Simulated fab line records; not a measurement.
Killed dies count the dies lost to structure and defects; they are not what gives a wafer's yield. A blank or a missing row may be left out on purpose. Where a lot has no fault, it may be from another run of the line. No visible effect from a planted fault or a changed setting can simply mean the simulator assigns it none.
fab line records + flow sky130
record:
- lots: 10
- wafers: 30
- lastDay: 50
route steps=708 shown LDD_HVN@274 LI_CONTACT@378 CONTACT@430
lots untouched by any fault: they come from a run of this same line in which no faults occurred
startH: the number of hours between the record's first day and the start of the first shown wafer of the lot + waitH: hours since the lot's step before + " as in the row above + L1.1+2: one row covering several wafers at once + - value missing, or start not given + * or withheld: withheld + < > ~ a bound
route shown NAME@n: NAME is a module with steps in the file, n the number in the route of the first one + usual: average and standard deviation across the fault-free wafers + same: alike in all rows + chamber/n: place in a boat + sites: per-site readings + _std_site: their standard deviation + _edge_site: the outer-site mean with the inner-site mean subtracted + radiusMm: for every site, how far away it sits from the centre of the wafer + mask NAME#n: copy n + behind: the last tool/chamber to shape the wafer + hold: the reason the lot was held/the length of the hold in hours/how it ended + device: transistor that didn't switch, given as n, p or np + end of line: the route-end tests of the same wafers + a step given without rows: its recipe and nothing more + killed: the dies lost at the first sort to structure and to defects; this is not the yield of the wafer + map: a wafer's dies, marking killed ones x, the rest . and places with no die _
set.NAME: the setting as run; set.NAME@STEP: as run at that earlier step + model.NAME: the simulator's own value behind a step, which no gauge read
one table for each step of the route and one row for each wafer, over a sample of lots
services: from which hour (startH, from the record's first day; less than 0 if before it) a tool's chamber was out of use, for how many hours, and why
== steps ==
step: SKY_LDD_HVN_OVL_MEAS_07
usual:
- LDD_HVN_OVL: 0.4/1.5
| lot.wafer | tool       | chamber | startH | waitH | LDD_HVN_OVL[nm] |
|-----------|------------|---------|--------|-------|-----------------|
| L665.1    | overlay-01 | -       | 462.17 | 0.1   | 3.4             |
| L665.2    | "          | -       | "      | "     | 1.4             |
| L665.3    | "          | -       | "      | "     | 1.7             |
| L667.3    | overlay-02 | -       | 491.55 | 0.1   | -1.2            |
| L667.4    | "          | -       | "      | "     | 0.7             |
| L667.5    | "          | -       | "      | "     | 0.3             |
| L669.1    | overlay-01 | -       | 509.33 | 0.1   | -0.6            |
| L669.3    | "          | -       | "      | "     | 0.6             |
| L669.6    | "          | -       | "      | "     | 0.5             |
| L670.3    | overlay-02 | -       | 516.59 | 0.1   | -2.2            |
| L670.4    | "          | -       | "      | "     | -1.2            |
| L670.6    | "          | -       | "      | "     | -0.1            |
| L673.4    | overlay-02 | -       | 532.59 | 0.1   | 0.8             |
| L673.5    | "          | -       | "      | "     | 0.7             |
| L673.6    | "          | -       | "      | "     | 0.7             |
| L679.1    | overlay-01 | -       | 585.04 | 0.1   | -0.6            |
| L679.4    | "          | -       | "      | "     | 0.4             |
| L679.6    | "          | -       | "      | "     | 1.6             |
| L680.1    | overlay-02 | -       | 591.18 | 0.1   | -0.7            |
| L680.3    | "          | -       | "      | "     | -2.0            |
| L680.4    | "          | -       | "      | "     | -0.3            |
| L681.1    | overlay-01 | -       | 601.37 | 0.1   | 1.8             |
| L681.2    | "          | -       | "      | "     | 2.4             |
| L681.5    | "          | -       | "      | "     | 2.3             |
| L684.3    | overlay-02 | -       | 628.30 | 0.1   | 1.4             |
| L684.4    | "          | -       | "      | "     | 1.6             |
| L684.5    | "          | -       | "      | "     | 0.4             |
| L686.1    | overlay-01 | -       | 643.72 | 0.1   | 1.4             |
| L686.3    | "          | -       | "      | "     | 1.1             |
| L686.6    | "          | -       | "      | "     | -0.4            |
step: SKY_LI_CONTACT_STRIP_16
recipe:
- chemistry: O2/N2
- powerW: 1400
- pressureMtorr: 1500
- platenTempC: withheld
- o2FlowSccm: 3000
- n2FlowSccm: 300
- overashFraction: 0.5
usual:
- drypumpMotorCurrentA: 5.92/0.28
- oesProductAu: 0.375/0.0055
- stripTimeToEndpointS: 3.48/0.05
| lot.wafer | tool           | chamber | startH | waitH | drypumpMotorCurrentA | oesProductAu | rfHoursCounterH | stripTimeToEndpointS |
|-----------|----------------|---------|--------|-------|----------------------|--------------|-----------------|----------------------|
| L665.1    | plasmaAsher-03 | 1       | 677.26 | -     | 5.52                 | 0.382        | 24              | 3.51                 |
| L665.2    | "              | 0       | "      | "     | 6.13                 | 0.377        | 24              | 3.43                 |
| L665.3    | "              | 0       | "      | "     | 6.12                 | 0.381        | -               | 3.53                 |
| L667.3    | plasmaAsher-04 | 0       | 701.59 | -     | 6.11                 | 0.377        | -               | 3.54                 |
| L667.4    | "              | 1       | "      | "     | 5.63                 | 0.366        | -               | 3.47                 |
| L667.5    | "              | 0       | "      | "     | 6.12                 | 0.378        | -               | 3.49                 |
| L669.1    | plasmaAsher-03 | 0       | 718.59 | -     | 6.18                 | 0.374        | 27              | 3.51                 |
| L669.3    | "              | 0       | "      | "     | 6.16                 | 0.373        | -               | 3.48                 |
| L669.6    | "              | 1       | "      | "     | 5.53                 | 0.374        | -               | 3.56                 |
| L670.3    | plasmaAsher-04 | 1       | 726.07 | -     | 5.64                 | 0.375        | -               | 3.52                 |
| L670.4    | "              | 0       | "      | "     | 6.08                 | 0.374        | -               | 3.48                 |
| L670.6    | "              | 1       | "      | "     | 5.65                 | 0.382        | -               | 3.55                 |
| L673.4    | plasmaAsher-01 | 1       | 738.29 | -     | 6.22                 | 0.373        | -               | 3.53                 |
| L673.5    | "              | 0       | "      | "     | 6.15                 | 0.379        | -               | 3.55                 |
| L673.6    | "              | 1       | "      | "     | 6.19                 | 0.382        | -               | 3.47                 |
| L679.1    | plasmaAsher-04 | 0       | 787.06 | -     | 6.11                 | 0.372        | 68              | 3.54                 |
| L679.4    | "              | 0       | "      | "     | 6.07                 | 0.372        | -               | 3.48                 |
| L679.6    | "              | 0       | "      | "     | 6.06                 | 0.377        | -               | 3.50                 |
| L680.1    | plasmaAsher-04 | 1       | 791.26 | -     | 5.66                 | 0.374        | 69              | 3.40                 |
| L680.3    | "              | 0       | "      | "     | 6.09                 | 0.373        | -               | 3.41                 |
| L680.4    | "              | 1       | "      | "     | 5.68                 | 0.373        | -               | 3.48                 |
| L681.1    | plasmaAsher-03 | 1       | 801.74 | -     | 5.50                 | 0.378        | 37              | 3.52                 |
| L681.2    | "              | 0       | "      | "     | 6.14                 | 0.370        | 37              | 3.46                 |
| L681.5    | "              | 1       | "      | "     | 5.54                 | 0.370        | -               | 3.50                 |
| L684.3    | plasmaAsher-04 | 0       | 825.79 | -     | 6.08                 | 0.381        | -               | 3.55                 |
| L684.4    | "              | 1       | "      | "     | 5.68                 | 0.372        | -               | 3.57                 |
| L684.5    | "              | 1       | "      | "     | 5.66                 | 0.392        | -               | 3.53                 |
| L686.1    | plasmaAsher-03 | 1       | 841.46 | -     | 5.48                 | 0.373        | 41              | 3.43                 |
| L686.3    | "              | 1       | "      | "     | 5.54                 | 0.382        | -               | 3.44                 |
| L686.6    | "              | 1       | "      | "     | 5.51                 | 0.371        | -               | 3.47                 |
step: SKY_LI_CONTACT_CVD_21
recipe:
- material: W
- targetThkNm: 400
- timeS: 120.56
- tempC: 400
- pressureTorr: 40
usual:
- chamberPressureTorr: 40.00/0.093
- heaterPowerW: 878/120
| lot.wafer | tool    | chamber | startH | waitH | chamberPressureTorr | heaterPowerW |
|-----------|---------|---------|--------|-------|---------------------|--------------|
| L665.1    | cvdW-01 | 1       | 677.71 | 0.0   | 40.01               | 1026         |
| L665.2    | "       | 0       | "      | "     | 40.01               | 750          |
| L665.3    | "       | 0       | "      | "     | 39.96               | 722          |
| L667.3    | cvdW-02 | 1       | 702.03 | 0.1   | 40.09               | 772          |
| L667.4    | "       | 0       | "      | "     | 40.05               | 949          |
| L667.5    | "       | 0       | "      | "     | 40.16               | 923          |
| L669.1    | cvdW-01 | 0       | 719.02 | 0.0   | 39.97               | 753          |
| L669.3    | "       | 1       | "      | "     | 39.81               | 1032         |
| L669.6    | "       | 0       | "      | "     | 40.00               | 744          |
| L670.3    | cvdW-01 | 1       | 726.53 | 0.1   | 39.96               | 1040         |
| L670.4    | "       | 0       | "      | "     | 40.07               | 753          |
| L670.6    | "       | 0       | "      | "     | 39.96               | 733          |
| L673.4    | cvdW-01 | 0       | 738.73 | 0.1   | 40.13               | 737          |
| L673.5    | "       | 1       | "      | "     | 39.85               | 1037         |
| L673.6    | "       | 0       | "      | "     | 40.09               | 735          |
| L679.1    | cvdW-02 | 0       | 787.49 | 0.0   | 39.96               | 970          |
| L679.4    | "       | 1       | "      | "     | 40.06               | 769          |
| L679.6    | "       | 1       | "      | "     | 40.09               | 774          |
| L680.1    | cvdW-02 | 1       | 791.69 | 0.0   | 39.90               | 762          |
| L680.3    | "       | 1       | "      | "     | 40.04               | 803          |
| L680.4    | "       | 0       | "      | "     | 39.94               | 926          |
| L681.1    | cvdW-01 | 0       | 802.17 | 0.0   | 39.82               | 749          |
| L681.2    | "       | 1       | "      | "     | 39.96               | 1042         |
| L681.5    | "       | 1       | "      | "     | 40.14               | 1032         |
| L684.3    | cvdW-01 | 1       | 826.23 | 0.1   | 39.94               | 1018         |
| L684.4    | "       | 0       | "      | "     | 39.95               | 756          |
| L684.5    | "       | 1       | "      | "     | 39.88               | 1017         |
| L686.1    | cvdW-01 | 0       | 841.89 | 0.0   | 40.07               | 753          |
| L686.3    | "       | 1       | "      | "     | 39.96               | 1048         |
| L686.6    | "       | 1       | "      | "     | 39.92               | 1034         |
step: SKY_LI_CONTACT_RS_MEAS_22
recipe:
- thkMeasGauge: four-point-probe
- reads: W_of_LI_CONTACT_CVD_21+TiN_of_LI_CONTACT_SPUTTER_20+Ti_of_LI_CONTACT_SPUTTER_19
usual:
- LI_CONTACT_W_RS: 0.279/0.0056
| lot.wafer | tool         | chamber | startH | waitH | hold                    | LI_CONTACT_W_RS[ohm/sq] |
|-----------|--------------|---------|--------|-------|-------------------------|-------------------------|
| L665.1    | filmMetro-03 | -       | 677.83 | 0.1   | -                       | 0.275                   |
| L665.2    | "            | -       | "      | "     | -                       | 0.278                   |
| L665.3    | "            | -       | "      | "     | -                       | 0.278                   |
| L667.3    | filmMetro-02 | -       | 702.16 | 0.1   | -                       | 0.284                   |
| L667.4    | "            | -       | "      | "     | -                       | 0.286                   |
| L667.5    | "            | -       | "      | "     | -                       | 0.285                   |
| L669.1    | filmMetro-02 | -       | 719.15 | 0.1   | -                       | 0.282                   |
| L669.3    | "            | -       | "      | "     | -                       | 0.273                   |
| L669.6    | "            | -       | "      | "     | -                       | 0.278                   |
| L670.3    | filmMetro-03 | -       | 726.65 | 0.1   | -                       | 0.272                   |
| L670.4    | "            | -       | "      | "     | -                       | 0.282                   |
| L670.6    | "            | -       | "      | "     | -                       | 0.280                   |
| L673.4    | filmMetro-03 | -       | 738.88 | 0.1   | -                       | 0.275                   |
| L673.5    | "            | -       | "      | "     | -                       | 0.271                   |
| L673.6    | "            | -       | "      | "     | -                       | 0.278                   |
| L679.1    | filmMetro-02 | -       | 787.61 | 0.1   | awaitDispo/0.2h/release | 0.214                   |
| L679.4    | "            | -       | "      | "     | awaitDispo/0.2h/release | 0.209                   |
| L679.6    | "            | -       | "      | "     | awaitDispo/0.2h/release | 0.282                   |
| L679.1    | filmMetro-02 | -       | 787.90 | 0.3   | -                       | 0.214                   |
| L679.4    | "            | -       | "      | "     | -                       | 0.209                   |
| L679.6    | "            | -       | "      | "     | -                       | 0.282                   |
| L680.1    | filmMetro-03 | -       | 791.82 | 0.1   | awaitDispo/0.2h/release | 0.208                   |
| L680.3    | "            | -       | "      | "     | awaitDispo/0.2h/release | 0.279                   |
| L680.4    | "            | -       | "      | "     | awaitDispo/0.2h/release | 0.214                   |
| L680.1    | filmMetro-03 | -       | 792.10 | 0.3   | -                       | 0.208                   |
| L680.3    | "            | -       | "      | "     | -                       | 0.280                   |
| L680.4    | "            | -       | "      | "     | -                       | 0.214                   |
| L681.1    | filmMetro-02 | -       | 802.30 | 0.1   | -                       | 0.277                   |
| L681.2    | "            | -       | "      | "     | -                       | 0.273                   |
| L681.5    | "            | -       | "      | "     | -                       | 0.269                   |
| L684.3    | filmMetro-02 | -       | 826.35 | 0.1   | -                       | 0.279                   |
| L684.4    | "            | -       | "      | "     | -                       | 0.281                   |
| L684.5    | "            | -       | "      | "     | -                       | 0.274                   |
| L686.1    | filmMetro-04 | -       | 842.02 | 0.1   | -                       | 0.279                   |
| L686.3    | "            | -       | "      | "     | -                       | 0.270                   |
| L686.6    | "            | -       | "      | "     | -                       | 0.272                   |
step: SKY_LI_CONTACT_THK_MEAS_23
recipe:
- thkMeasGauge: xrf
- reads: W_of_LI_CONTACT_CVD_21
usual:
- LI_CONTACT_W_THK: 420/8.7
| lot.wafer | tool         | chamber | startH | waitH | hold                    | LI_CONTACT_W_THK[nm] |
|-----------|--------------|---------|--------|-------|-------------------------|----------------------|
| L665.1    | filmMetro-03 | -       | 677.95 | 0.1   | -                       | 430                  |
| L665.2    | "            | -       | "      | "     | -                       | 421                  |
| L665.3    | "            | -       | "      | "     | -                       | 421                  |
| L667.3    | filmMetro-02 | -       | 702.26 | 0.1   | -                       | 414                  |
| L667.4    | "            | -       | "      | "     | -                       | 413                  |
| L667.5    | "            | -       | "      | "     | -                       | 414                  |
| L669.1    | filmMetro-02 | -       | 719.27 | 0.1   | -                       | 418                  |
| L669.3    | "            | -       | "      | "     | -                       | 433                  |
| L669.6    | "            | -       | "      | "     | -                       | 422                  |
| L670.3    | filmMetro-03 | -       | 726.75 | 0.1   | -                       | 430                  |
| L670.4    | "            | -       | "      | "     | -                       | 414                  |
| L670.6    | "            | -       | "      | "     | -                       | 418                  |
| L673.4    | filmMetro-03 | -       | 738.97 | 0.1   | -                       | 422                  |
| L673.5    | "            | -       | "      | "     | -                       | 429                  |
| L673.6    | "            | -       | "      | "     | -                       | 421                  |
| L679.1    | filmMetro-02 | -       | 789.17 | 1.3   | awaitDispo/0.2h/release | 559                  |
| L679.4    | "            | -       | "      | "     | awaitDispo/0.2h/release | 570                  |
| L679.6    | "            | -       | "      | "     | awaitDispo/0.2h/release | 414                  |
| L679.1    | filmMetro-02 | -       | 789.40 | 0.2   | -                       | 559                  |
| L679.4    | "            | -       | "      | "     | -                       | 569                  |
| L679.6    | "            | -       | "      | "     | -                       | 417                  |
| L680.1    | filmMetro-03 | -       | 794.80 | 2.7   | awaitDispo/0.2h/release | 567                  |
| L680.3    | "            | -       | "      | "     | awaitDispo/0.2h/release | 417                  |
| L680.4    | "            | -       | "      | "     | awaitDispo/0.2h/release | 548                  |
| L680.1    | filmMetro-03 | -       | 795.02 | 0.2   | -                       | 564                  |
| L680.3    | "            | -       | "      | "     | -                       | 416                  |
| L680.4    | "            | -       | "      | "     | -                       | 549                  |
| L681.1    | filmMetro-02 | -       | 802.42 | 0.1   | -                       | 417                  |
| L681.2    | "            | -       | "      | "     | -                       | 423                  |
| L681.5    | "            | -       | "      | "     | -                       | 429                  |
| L684.3    | filmMetro-02 | -       | 826.45 | 0.1   | -                       | 414                  |
| L684.4    | "            | -       | "      | "     | -                       | 409                  |
| L684.5    | "            | -       | "      | "     | -                       | 420                  |
| L686.1    | filmMetro-04 | -       | 842.14 | 0.1   | -                       | 420                  |
| L686.3    | "            | -       | "      | "     | -                       | 429                  |
| L686.6    | "            | -       | "      | "     | -                       | 430                  |
step: SKY_LI_CONTACT_CMP_24
recipe:
- stopOn: PSG
- tOverpolishS: 20
- downForcePsi: 3.5
- platenRpm: 60
- targetThkNm: 0
- padVelocityMS: 0.94248
usual:
- motorCurrentA: 11.2/0.9
- timeToEndpointS: 97/4
| lot.wafer | tool   | chamber | startH | waitH | hold                    | motorCurrentA | timeToEndpointS |
|-----------|--------|---------|--------|-------|-------------------------|---------------|-----------------|
| L665.3    | cmp-01 | 0       | 678.01 | 0.0   | -                       | 10.6          | 98              |
| L665.1    | "      | 2       | "      | "     | -                       | 12.4          | 103             |
| L665.2    | "      | 3       | "      | "     | -                       | 11.3          | 99              |
| L667.3    | cmp-02 | 1       | 702.30 | 0.0   | -                       | 9.7           | 103             |
| L667.4    | "      | 3       | "      | "     | -                       | 11.3          | 98              |
| L667.5    | "      | 1       | "      | "     | -                       | 9.9           | 100             |
| L669.3    | cmp-01 | 2       | 719.43 | 0.1   | -                       | 11.7          | 100             |
| L669.1    | "      | 3       | "      | "     | -                       | 11.7          | 95              |
| L669.6    | "      | 0       | "      | "     | -                       | 10.9          | 96              |
| L670.3    | cmp-01 | 1       | 726.79 | 0.0   | -                       | 11.4          | 93              |
| L670.4    | "      | 2       | "      | "     | -                       | 11.8          | 98              |
| L670.6    | "      | 2       | "      | "     | -                       | 11.7          | 96              |
| L673.4    | cmp-01 | 2       | 739.10 | 0.1   | -                       | 12.1          | 102             |
| L673.6    | "      | 0       | "      | "     | -                       | 10.7          | 98              |
| L673.5    | "      | 1       | "      | "     | -                       | 11.2          | 94              |
| L679.1    | cmp-02 | 1       | 791.18 | 1.8   | awaitDispo/1.7h/release | 9.7           | 131             |
| L679.4    | "      | 2       | "      | "     | awaitDispo/1.7h/release | 12.0          | 133             |
| L679.6    | "      | 0       | "      | "     | awaitDispo/1.7h/release | 11.6          | 95              |
| L680.3    | cmp-02 | 0       | 799.55 | 4.5   | awaitDispo/4.5h/release | 11.0          | 90              |
| L680.1    | "      | 1       | "      | "     | awaitDispo/4.5h/release | 9.1           | 133             |
| L680.4    | "      | 2       | "      | "     | awaitDispo/4.5h/release | 12.4          | 126             |
| L681.1    | cmp-01 | 2       | 802.48 | 0.1   | -                       | 12.4          | 99              |
| L681.2    | "      | 1       | "      | "     | -                       | 11.1          | 91              |
| L681.5    | "      | 2       | "      | "     | -                       | 11.6          | 104             |
| L684.4    | cmp-01 | 3       | 826.49 | 0.0   | -                       | 11.8          | 95              |
| L684.3    | "      | 1       | "      | "     | -                       | 10.8          | 91              |
| L684.5    | "      | 3       | "      | "     | -                       | 11.8          | 96              |
| L686.3    | cmp-02 | 2       | 842.20 | 0.0   | -                       | 12.6          | 101             |
| L686.1    | "      | 3       | "      | "     | -                       | 11.0          | 96              |
| L686.6    | "      | 2       | "      | "     | -                       | 12.5          | 97              |
step: SKY_CONTACT_CVD_24
recipe:
- material: W
- targetThkNm: 340
- timeS: 102.12
- tempC: 400
- pressureTorr: 40
usual:
- chamberPressureTorr: 39.99/0.086
- heaterPowerW: 880/110
| lot.wafer | tool    | chamber | startH | waitH | chamberPressureTorr | heaterPowerW |
|-----------|---------|---------|--------|-------|---------------------|--------------|
| L665.1    | cvdW-02 | 0       | 737.48 | 0.0   | 40.00               | 950          |
| L665.2    | "       | 1       | "      | "     | 40.07               | 791          |
| L665.3    | "       | 0       | "      | "     | 39.91               | 910          |
| L667.3    | cvdW-01 | 1       | 760.68 | 0.1   | 40.01               | 1003         |
| L667.4    | "       | 0       | "      | "     | 39.88               | 743          |
| L667.5    | "       | 0       | "      | "     | 39.94               | 744          |
| L669.1    | cvdW-01 | 0       | 777.28 | 0.0   | 40.02               | 748          |
| L669.3    | "       | 1       | "      | "     | 40.04               | 1042         |
| L669.6    | "       | 0       | "      | "     | 40.11               | 752          |
| L670.3    | cvdW-02 | 0       | 784.52 | 0.1   | 39.96               | 954          |
| L670.4    | "       | 1       | "      | "     | 40.09               | 776          |
| L670.6    | "       | 0       | "      | "     | 40.02               | 922          |
| L673.4    | cvdW-01 | 1       | 796.69 | 0.1   | 40.00               | 1010         |
| L673.5    | "       | 1       | "      | "     | 40.02               | 1025         |
| L673.6    | "       | 0       | "      | "     | 40.03               | 756          |
| L679.1    | cvdW-01 | 1       | 844.02 | 0.0   | 40.02               | 1031         |
| L679.4    | "       | 0       | "      | "     | 40.12               | 753          |
| L679.6    | "       | 0       | "      | "     | 40.02               | 762          |
| L680.1    | cvdW-02 | 0       | 849.28 | 0.0   | 40.08               | 956          |
| L680.3    | "       | 1       | "      | "     | 39.98               | 807          |
| L680.4    | "       | 0       | "      | "     | 39.99               | 963          |
| L681.1    | cvdW-02 | 1       | 858.46 | 0.0   | 39.98               | 785          |
| L681.2    | "       | 0       | "      | "     | 39.94               | 961          |
| L681.5    | "       | 1       | "      | "     | 39.95               | 798          |
| L684.3    | cvdW-02 | 1       | 881.70 | 0.1   | 40.00               | 790          |
| L684.4    | "       | 0       | "      | "     | 39.95               | 947          |
| L684.5    | "       | 0       | "      | "     | 39.92               | 937          |
| L686.1    | cvdW-02 | 1       | 897.05 | 0.0   | 39.97               | 785          |
| L686.3    | "       | 1       | "      | "     | 39.96               | 812          |
| L686.6    | "       | 1       | "      | "     | 39.96               | 779          |
== services ==
| tool           | chamber | startH | hours | kind                          |
|----------------|---------|--------|-------|-------------------------------|
| cvdW-01        | -       | 663.57 | 0.8   | repair                        |
| plasmaAsher-03 | -       | 679.66 | 13.8  | repair                        |
| cmp-01         | -       | 682.50 | 0.6   | repair                        |
| plasmaAsher-03 | -       | 690.06 | 6.2   | repair                        |
| cmp-01         | -       | 704.61 | 3.4   | pm                            |
| plasmaAsher-01 | -       | 714.01 | 3.3   | repair                        |
| plasmaAsher-01 | -       | 720.72 | 15.6  | pm                            |
| cmp-02         | -       | 736.67 | 6.9   | pm                            |
| cmp-02         | -       | 744.06 | 4.0   | pm                            |
| cmp-02         | -       | 748.06 | -     | consumableReplace:conditioner |
| cmp-02         | -       | 748.06 | -     | consumableReplace:pad         |
| cmp-02         | -       | 749.93 | 3.9   | repair                        |
| plasmaAsher-01 | -       | 787.19 | 28.1  | pm                            |
| cmp-01         | -       | 822.69 | 1.9   | repair                        |
| plasmaAsher-01 | -       | 833.94 | 0.9   | repair                        |
| cvdW-01        | -       | 845.21 | 0.7   | repair                        |
| plasmaAsher-01 | -       | 847.46 | 3.7   | repair                        |
| plasmaAsher-04 | -       | 848.80 | 3.8   | repair                        |
| plasmaAsher-04 | -       | 867.69 | 0.9   | repair                        |
| cmp-01         | -       | 873.27 | 15.6  | repair                        |
| plasmaAsher-04 | -       | 878.66 | 1.5   | repair                        |
| cmp-02         | -       | 888.95 | 2.2   | repair                        |
== key ==
firstSign:
- step: SKY_LI_CONTACT_RS_MEAS_22
- reading: visit
- direction: added
effect:
- step: SKY_LI_CONTACT_RS_MEAS_22
- reading: LI_CONTACT_W_RS
- direction: down
- sigmas: 12
- usual: 0.279
- struck: 0.211
effect:
- step: SKY_LI_CONTACT_THK_MEAS_23
- reading: visit
- direction: added
effect:
- step: SKY_LI_CONTACT_THK_MEAS_23
- reading: LI_CONTACT_W_THK
- direction: up
- sigmas: 16
- usual: 420
- struck: 561
effect:
- step: SKY_LI_CONTACT_CMP_24
- reading: timeToEndpointS
- direction: up
- sigmas: 8.3
- usual: *
- struck: *
metAt SKY_LI_CONTACT_CVD_21
struckLots L679,L680
struckWafers L679.1,L679.4,L680.1,L680.4
testerLeftOut L679,L680
notActingAt SKY_LDD_HVN_OVL_MEAS_07,SKY_LI_CONTACT_STRIP_16,SKY_CONTACT_CVD_24
onsetBetween 702.03 787.49
fault:
- kind: processParameterDrift
- tool: cvdW-02
- chamber: -
- onsetH: 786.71
- steps: SKY_LI_CONTACT_CVD_21
- channel: targetThkNm
- offset: 134.84
- shape: step
- endH: 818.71
- scope: struckWafersOnly
- actsIn: theseRecipesOnly
- stated: 400
testerLeftOut: of these lots the tester's yield and bins aren't shown, on N5 and GAA mostly nor the transistor test; their killed dies are dies lost to structure and defects alone, not to doping, threshold or leakage, so they don't give the yield
